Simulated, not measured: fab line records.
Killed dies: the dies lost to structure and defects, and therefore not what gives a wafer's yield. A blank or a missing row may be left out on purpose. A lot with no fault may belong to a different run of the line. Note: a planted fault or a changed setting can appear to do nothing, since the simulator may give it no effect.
Problem report, 8D (eight disciplines) form, completed by code / flow gf180mcu / the parts of the form that need people (team, actions taken, sign-off) are left out

## 1. WHAT WENT WRONG
A mean of 0.892 a.u. is read at GF_PASSIVATION_ETCH_11 for oes product au, taken on 1 wafer of 1 lot, against 0.987 a.u. (standard deviation 0.0098) on wafers free of any fault. Measured from the usual mean, that is -9.7 standard deviations.
The step: etches the open film in CF4/O2, stops on TiN, target depth 2040 nm, time 453.3 s.
Earliest sighting: wafer L254.6 on rie diel-01 at day 31 23:04. The record has a number at this step for 33 wafers belonging to 11 lots. Rule for "out" (also "out of limits"): further than 4 standard deviations from the usual mean. The rest of the wafers with a number are treated as sound.

## 2. WHAT THIS IS AND IS NOT
question=which readings at this step | is=oes product au, throttle valve pct | is not=drypump motor current A
question=which lots | is=L254 | is not=L245, L247, L257, L258, L260, L264, L265, L266, L267, L268
question=which wafers of those lots | is=L254.6 | is not=L254.1, L254.5
question=read on which tools | is=rie diel-01 | is not=rie diel-03, rie diel-04
question=when | is=from day 31 23:04 | is not=up to then (8 sound wafers); but 24 sound wafers of L257, L258, L260, L264, L265, L266, L267, L268 came after

## 3. WHAT RULES OUT EACH SUSPECT
Counting: any tool at a process step up to the reading remains a suspect provided it ran every lot that is out. Sound lots after the first of them don't rule it out here, since some wafers of a struck lot are sound.
- pvd sputter-04 at GF_TOP_METAL_SPUTTER_00 (material Ti, target thk 37.5 nm, time 150 s): kept. It ran the lot that is out, L254 (day 30 10:44).
- plasma asher-02 at GF_TOP_METAL_STRIP_17 (strips in O2/N2): kept. It ran the lot that is out, L254 (day 31 05:20).
- rie diel-01 at GF_PASSIVATION_ETCH_11 (etches the open film in CF4/O2, stops on TiN, target depth 2040 nm, time 453.3 s): kept. It ran the lot that is out, L254 (day 31 23:04). Out on those wafers are its own readings of oes product au, throttle valve pct.
- At GF_PASSIVATION_ETCH_11 on rie diel-01, chamber 1 took the sound wafers of the same lots and chamber 2 took the wafers that are out.
pvd sputter-04 at GF_TOP_METAL_SPUTTER_00, plasma asher-02 at GF_TOP_METAL_STRIP_17 and rie diel-01 at GF_PASSIVATION_ETCH_11 are what is left after counting.

## 4. THE CAUSE (what the simulator had put in)
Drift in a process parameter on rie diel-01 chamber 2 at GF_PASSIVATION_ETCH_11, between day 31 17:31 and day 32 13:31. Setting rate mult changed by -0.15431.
Counting left 3 suspects, and this tool is among them.

## 5. THE CHAIN OF EFFECTS, in route order
Each row: a reading where the mean over the struck wafers with a number is more than 3 standard deviations away from the usual. Scope: only readings with a usual standard deviation given in the record; hours: median across lots of the time from each lot's start at the first step in this table that gives one to its start at this step; sigmas: change in usual standard deviations.
hours=0; step=GF_PASSIVATION_ETCH_11; reading=oes product au; usual=0.987 a.u.; on struck wafers=0.892; change=-0.095; sigmas=-9.7
hours=0; step=GF_PASSIVATION_ETCH_11; reading=throttle valve pct; usual=5.967 %; on struck wafers=5.931; change=-0.036; sigmas=-4.2
hours=0; step=GF_PASSIVATION_STRIP_12; reading=strip time to endpoint s; usual=33.1 s; on struck wafers=35.6; change=+2.5; sigmas=+6.9
hours=2; step=GF_PASSIVATION_PROBE_99; reading=defect limited yield; usual=90.3 %; on struck wafers=69.9; change=-20.4; sigmas=-15
hours=2; step=GF_PASSIVATION_PROBE_99; reading=killed at other; usual=0.1; on struck wafers=100.0; change=+99.9; sigmas=+99 or more
hours=2; step=GF_PASSIVATION_PROBE_99; reading=killed dies; usual=48; on struck wafers=148; change=+100; sigmas=+14
hours=2; step=GF_PASSIVATION_PROBE_99; reading=killed on rim; usual=9.5; on struck wafers=69.0; change=+59.5; sigmas=+20
hours=2; step=GF_PASSIVATION_PROBE_99; reading=sort_bin_5_function; usual=5.7 %; on struck wafers=26.8; change=+21.1; sigmas=+19
hours=2; step=GF_PASSIVATION_PROBE_99; reading=sort n pass; usual=444; on struck wafers=344; change=-100; sigmas=-14
hours=2; step=GF_PASSIVATION_PROBE_99; reading=sort yield pct; usual=90.3 %; on struck wafers=69.9; change=-20.4; sigmas=-15
Here are the process steps it includes:
- GF_PASSIVATION_ETCH_11: etches the open film in CF4/O2, stops on TiN, target depth 2040 nm, time 453.3 s.
- GF_PASSIVATION_STRIP_12: strips in O2/N2.
- GF_PASSIVATION_PROBE_99

## 6. WHAT WOULD HAVE CAUGHT IT SOONER
6 hours passed between the start of the fault at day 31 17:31 and the first reading out of limits in this record, taken at day 31 23:04.
